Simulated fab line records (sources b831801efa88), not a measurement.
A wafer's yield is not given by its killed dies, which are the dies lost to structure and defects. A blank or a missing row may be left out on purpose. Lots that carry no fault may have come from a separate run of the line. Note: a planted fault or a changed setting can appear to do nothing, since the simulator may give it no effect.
Matching of chambers	flow gf180mcu	GF_V1_CMP_04 on cmp-01 has 4 sister chambers
The step polishes SiO2. 4 wafers are shown with their chamber, then 7 later ones without.

WAFERS WITH THEIR CHAMBER
wafer	chamber	motor-current-A (A)
L798.5	0	11.4
L800.3	1	12.6
L803.1	3	11.8
L803.2	2	11.2

WAFERS MISSING THEIR CHAMBER
wafer	motor-current-A (A)
L803.6	12.4
L810.1	13.0
L810.4	11.6
L810.6	13.2
L817.1	13.1
L817.2	11.1
L817.3	12.4

THE CHAMBER EACH PASSED THROUGH
wafer	from the rows above	in truth
L803.6	can't be placed: 1 or 3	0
L810.1	1	1
L810.4	can't be placed: 0 or 3 or 2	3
L810.6	1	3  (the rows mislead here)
L817.1	1	1
L817.2	can't be placed: 2 or 0 or 3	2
L817.3	can't be placed: 1 or 3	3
Placed correctly: 2 of 7. Unplaceable from these rows: 4, with the true chamber sitting among the candidates in 3. Wrongly placed: 1.
How it was worked out, from the rows above alone: a wafer's distance from a chamber is the root of the sum, over the readings, of the square of ((its reading less the chamber's mean) divided by the reading's scatter). The wafer belongs to the nearest chamber; if the next one is less than 2 further off, it can't be placed. A chamber's mean is the mean of its shown wafers. The scatter: with one shown wafer a chamber, the root of the mean of the squares of how far each hidden wafer lies from its nearest shown one.
